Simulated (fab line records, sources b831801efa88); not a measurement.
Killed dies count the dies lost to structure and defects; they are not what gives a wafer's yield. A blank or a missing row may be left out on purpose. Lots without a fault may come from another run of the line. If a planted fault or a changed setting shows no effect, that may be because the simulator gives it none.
Matching of chambers :: flow sky130 :: 4 sister chambers for SKY_CONTACT_ETCH_17 on rie-diel-03
The step etches SiO2 in C4F8/O2/Ar, stops on Si3N4, target depth 340 nm. 4 wafers are shown with their chamber, then 7 later ones without.

## EACH WAFER AND ITS CHAMBER
wafer: L819.2
chamber: 1
bias-w (W): 1199

wafer: L819.5
chamber: 2
bias-w (W): 1201

wafer: L821.2
chamber: 3
bias-w (W): 1191

wafer: L821.4
chamber: 0
bias-w (W): 1201

## WAFERS WHOSE CHAMBER IS MISSING
wafer: L821.6
bias-w (W): 1205

wafer: L822.2
bias-w (W): 1194

wafer: L822.3
bias-w (W): 1201

wafer: L822.4
bias-w (W): 1199

wafer: L825.2
bias-w (W): 1199

wafer: L825.3
bias-w (W): 1197

wafer: L825.4
bias-w (W): 1195

## CHAMBER TAKEN BY EACH
wafer: L821.6
from the rows above: can't be placed: 0 or 2 or 1
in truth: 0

wafer: L822.2
from the rows above: can't be placed: 3 or 1 or 0 or 2
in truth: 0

wafer: L822.3
from the rows above: can't be placed: 0 or 2 or 1
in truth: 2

wafer: L822.4
from the rows above: can't be placed: 1 or 0 or 2
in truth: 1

wafer: L825.2
from the rows above: can't be placed: 1 or 0 or 2
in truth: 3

wafer: L825.3
from the rows above: can't be placed: 1 or 0 or 2 or 3
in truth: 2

wafer: L825.4
from the rows above: can't be placed: 1 or 3 or 0 or 2
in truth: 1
Correctly placed: 0 of 7. Can't be placed from these rows: 7 (the true chamber is among the candidates in 6). Placed wrongly: 0.
How it was worked out, from the rows above alone: a wafer's distance from a chamber is the root of the sum, over the readings, of the square of ((its reading less the chamber's mean) divided by the reading's scatter). If the next closest chamber is less than 2 further off than the closest, the wafer can't be placed; otherwise it belongs to the closest. Each chamber's mean is taken over the wafers shown for it. The scatter: with one shown wafer a chamber, the root of the mean of the squares of how far each hidden wafer lies from its nearest shown one.
